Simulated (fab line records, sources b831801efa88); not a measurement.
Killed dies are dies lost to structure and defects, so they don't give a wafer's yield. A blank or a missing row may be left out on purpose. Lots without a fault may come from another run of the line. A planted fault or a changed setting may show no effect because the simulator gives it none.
Chamber matching | flow sky130 | SKY_VIA3_ETCH_15 on rie_diel-01: 4 sister chambers
The step etches SiO2 in C4F8/O2/Ar, stops on TiN, target depth 507 nm, time 78 s. 14 wafers are shown with their chamber, then 7 later ones without.

WAFERS WITH THEIR CHAMBER
wafer  | chamber | oes_product_au (a.u.)
L076.1 | 2       | 0.951
L076.3 | 1       | 0.954
L076.6 | 1       | 0.952
L077.1 | 0       | 0.947
L077.3 | 2       | 0.945
L077.4 | 1       | 0.946
L084.1 | 2       | 0.940
L084.2 | 0       | 0.944
L084.3 | 3       | 0.938
L084.4 | 1       | 0.946
L084.5 | 3       | 0.942
L084.6 | 2       | 0.950
L083.2 | 3       | 0.942
L083.4 | 1       | 0.946

SIGNATURES (means of the wafers above)
reading        | chamber 0 | chamber 1 | chamber 2 | chamber 3 | scatter within a chamber
oes_product_au | 0.94550   | 0.94880   | 0.94650   | 0.94067   | 0.00391
Rule: a wafer's distance from a chamber is the root of the sum, over the readings, of the square of ((its reading less the chamber's mean) divided by the reading's scatter). The wafer belongs to the nearest chamber; if the next one is less than 2 further off, it can't be placed. The scatter: the root of (the sum of the squares of (reading less its chamber's mean) over the shown wafers, divided by (wafers less chambers)).

WAFERS WITHOUT THEIR CHAMBER
wafer  | oes_product_au (a.u.)
L083.5 | 0.946
L093.2 | 0.930
L093.4 | 0.939
L093.6 | 0.944
L096.2 | 0.943
L096.4 | 0.946
L096.6 | 0.942

WHICH CHAMBER EACH WENT THROUGH
wafer  | from the rows above               | in truth
L083.5 | can't be placed: 0 or 2 or 1 or 3 | 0
L093.2 | can't be placed: 3 or 0 or 2      | 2
L093.4 | can't be placed: 3 or 0 or 2      | 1
L093.6 | can't be placed: 0 or 2 or 3 or 1 | 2
L096.2 | can't be placed: 3 or 0 or 2 or 1 | 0
L096.4 | can't be placed: 0 or 2 or 1 or 3 | 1
L096.6 | can't be placed: 3 or 0 or 2 or 1 | 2
Placed correctly: 0 of 7. Can't be placed from these rows: 7 (the true chamber is among the candidates in 6). Placed wrongly: 0.
